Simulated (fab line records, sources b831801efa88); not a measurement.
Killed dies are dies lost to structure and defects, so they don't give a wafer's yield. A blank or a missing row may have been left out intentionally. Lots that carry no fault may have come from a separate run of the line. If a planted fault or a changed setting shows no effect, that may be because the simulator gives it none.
Chamber matching -- flow sky130 -- SKY_VIA2_CMP_24 on cmp-02 has 4 sister chambers
The step polishes, stops on SiO2, t overpolish 20 s, target thk 0 nm. 8 wafers are shown with their chamber, then 7 later ones without.

== WAFERS PAIRED WITH THEIR CHAMBERS ==
wafer,chamber,motor-current-A (A),time-to-endpoint-s (s)
L469.6,0,9.3,96
L472.3,2,12.6,101
L472.6,1,12.1,105
L475.1,1,11.8,103
L475.2,0,9.3,102
L475.3,3,11.2,99
L478.1,3,11.0,96
L478.2,2,11.9,99

== WAFERS WHOSE CHAMBER IS MISSING ==
wafer,motor-current-A (A),time-to-endpoint-s (s)
L478.5,9.3,97
L483.3,11.1,97
L483.4,12.0,101
L483.5,12.6,99
L484.1,11.0,102
L484.2,9.4,101
L484.3,11.6,106

== EACH ONE'S CHAMBER ==
wafer,from the rows above,in truth
L478.5,0,0
L483.3,3,3
L483.4,can't be placed: 2 or 1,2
L483.5,can't be placed: 2 or 1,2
L484.1,can't be placed: 3 or 1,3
L484.2,0,0
L484.3,can't be placed: 1 or 2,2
Placed correctly: 3 of 7. Can't be placed from these rows: 4 (the true chamber is among the candidates in 4). Wrongly placed: 0.
How it was worked out, from the rows above alone: a wafer's distance from a chamber is the root of the sum, over the readings, of the square of ((its reading less the chamber's mean) divided by the reading's scatter). If the next closest chamber is less than 2 further off than the closest, the wafer can't be placed; otherwise it belongs to the closest. The mean given for a chamber averages the wafers shown for that chamber. The scatter: take each reading less its chamber's mean, square it, sum over the shown wafers, divide by the number of wafers less the number of chambers, and take the root.
